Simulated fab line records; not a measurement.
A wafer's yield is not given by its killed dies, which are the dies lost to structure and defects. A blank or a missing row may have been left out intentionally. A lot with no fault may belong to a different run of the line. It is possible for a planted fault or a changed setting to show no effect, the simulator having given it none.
Matching of chambers || flow gf180mcu || GF_PASSIVATION_CVD_00 on pecvd-02: 3 sister chambers
The step deposits SiO2 from TEOS, target thk 1000 nm, time 111.95 s. 18 wafers are shown with their chamber, then 9 later ones without.

WAFERS PAIRED WITH THEIR CHAMBERS
{"wafer": "L568.1", "chamber": 1, "heaterPowerW (W)": 681, "runLengthS (s)": 139.0, "heaterPowerOuterW (W)": 369}
{"wafer": "L568.4", "chamber": 1, "heaterPowerW (W)": 729, "runLengthS (s)": 139.3, "heaterPowerOuterW (W)": 426}
{"wafer": "L568.6", "chamber": 2, "heaterPowerW (W)": 609, "runLengthS (s)": 139.9, "heaterPowerOuterW (W)": 385}
{"wafer": "L570.1", "chamber": 0, "heaterPowerW (W)": 654, "runLengthS (s)": 139.4, "heaterPowerOuterW (W)": 361}
{"wafer": "L570.2", "chamber": 1, "heaterPowerW (W)": 688, "runLengthS (s)": 138.8, "heaterPowerOuterW (W)": 365}
{"wafer": "L570.3", "chamber": 2, "heaterPowerW (W)": 627, "runLengthS (s)": 139.6, "heaterPowerOuterW (W)": 381}
{"wafer": "L571.1", "chamber": 1, "heaterPowerW (W)": 693, "runLengthS (s)": 138.9, "heaterPowerOuterW (W)": 377}
{"wafer": "L571.3", "chamber": 2, "heaterPowerW (W)": 545, "runLengthS (s)": 140.1, "heaterPowerOuterW (W)": 333}
{"wafer": "L571.6", "chamber": 1, "heaterPowerW (W)": 729, "runLengthS (s)": 139.1, "heaterPowerOuterW (W)": 412}
{"wafer": "L572.1", "chamber": 0, "heaterPowerW (W)": 619, "runLengthS (s)": 139.7, "heaterPowerOuterW (W)": 315}
{"wafer": "L572.2", "chamber": 1, "heaterPowerW (W)": 773, "runLengthS (s)": 138.7, "heaterPowerOuterW (W)": 426}
{"wafer": "L572.5", "chamber": 0, "heaterPowerW (W)": 648, "runLengthS (s)": 139.7, "heaterPowerOuterW (W)": 354}
{"wafer": "L573.1", "chamber": 1, "heaterPowerW (W)": 719, "runLengthS (s)": 138.7, "heaterPowerOuterW (W)": 404}
{"wafer": "L573.5", "chamber": 2, "heaterPowerW (W)": 605, "runLengthS (s)": 139.8, "heaterPowerOuterW (W)": 379}
{"wafer": "L573.6", "chamber": 1, "heaterPowerW (W)": 771, "runLengthS (s)": 139.5, "heaterPowerOuterW (W)": 407}
{"wafer": "L577.2", "chamber": 0, "heaterPowerW (W)": 549, "runLengthS (s)": 140.1, "heaterPowerOuterW (W)": 281}
{"wafer": "L577.3", "chamber": 2, "heaterPowerW (W)": 568, "runLengthS (s)": 139.7, "heaterPowerOuterW (W)": 358}
{"wafer": "L577.6", "chamber": 0, "heaterPowerW (W)": 620, "runLengthS (s)": 139.8, "heaterPowerOuterW (W)": 322}

SIGNATURES, as means of the wafers listed above
{"reading": "heaterPowerW", "chamber 0": 618.00, "chamber 1": 722.88, "chamber 2": 590.80, "scatter within a chamber": 36.7}
{"reading": "runLengthS", "chamber 0": 139.740, "chamber 1": 139.000, "chamber 2": 139.820, "scatter within a chamber": 0.256}
{"reading": "heaterPowerOuterW", "chamber 0": 326.60, "chamber 1": 398.25, "chamber 2": 367.20, "scatter within a chamber": 26.2}
Rule: a wafer lies at a distance from a chamber equal to the root of the sum of squares, over the readings, of (its reading less the chamber's mean, divided by the reading's scatter). If the next closest chamber is less than 2 further off than the closest, the wafer can't be placed; otherwise it belongs to the closest. The scatter is the square root of a quotient: the sum, over the shown wafers, of each reading's squared deviation from its chamber's mean, divided by wafers minus chambers.

WAFERS WITH NO CHAMBER GIVEN
{"wafer": "L584.2", "heaterPowerW (W)": 643, "runLengthS (s)": 140.3, "heaterPowerOuterW (W)": 336}
{"wafer": "L584.3", "heaterPowerW (W)": 482, "runLengthS (s)": 139.8, "heaterPowerOuterW (W)": 293}
{"wafer": "L584.6", "heaterPowerW (W)": 662, "runLengthS (s)": 140.3, "heaterPowerOuterW (W)": 370}
{"wafer": "L586.1", "heaterPowerW (W)": 545, "runLengthS (s)": 139.5, "heaterPowerOuterW (W)": 272}
{"wafer": "L586.5", "heaterPowerW (W)": 579, "runLengthS (s)": 140.1, "heaterPowerOuterW (W)": 344}
{"wafer": "L586.6", "heaterPowerW (W)": 619, "runLengthS (s)": 139.6, "heaterPowerOuterW (W)": 325}
{"wafer": "L587.1", "heaterPowerW (W)": 742, "runLengthS (s)": 139.8, "heaterPowerOuterW (W)": 412}
{"wafer": "L587.2", "heaterPowerW (W)": 489, "runLengthS (s)": 139.7, "heaterPowerOuterW (W)": 297}
{"wafer": "L587.4", "heaterPowerW (W)": 628, "runLengthS (s)": 139.2, "heaterPowerOuterW (W)": 318}

CHAMBER TAKEN BY EACH
{"wafer": "L584.2", "from the rows above": "can't be placed: 0 or 2", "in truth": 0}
{"wafer": "L584.3", "from the rows above": "can't be placed: 0 or 2", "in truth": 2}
{"wafer": "L584.6", "from the rows above": "can't be placed: 2 or 0", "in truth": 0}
{"wafer": "L586.1", "from the rows above": "can't be placed: 0 or 2", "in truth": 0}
{"wafer": "L586.5", "from the rows above": "can't be placed: 2 or 0", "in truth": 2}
{"wafer": "L586.6", "from the rows above": "can't be placed: 0 or 2", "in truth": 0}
{"wafer": "L587.1", "from the rows above": "can't be placed: 1 or 2 or 0", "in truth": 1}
{"wafer": "L587.2", "from the rows above": "can't be placed: 0 or 2", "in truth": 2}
{"wafer": "L587.4", "from the rows above": "can't be placed: 0 or 2 or 1", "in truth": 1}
0 of 9 placed correctly. Can't be placed from these rows: 9 (the true chamber is among the candidates in 9). Placed wrongly: 0.
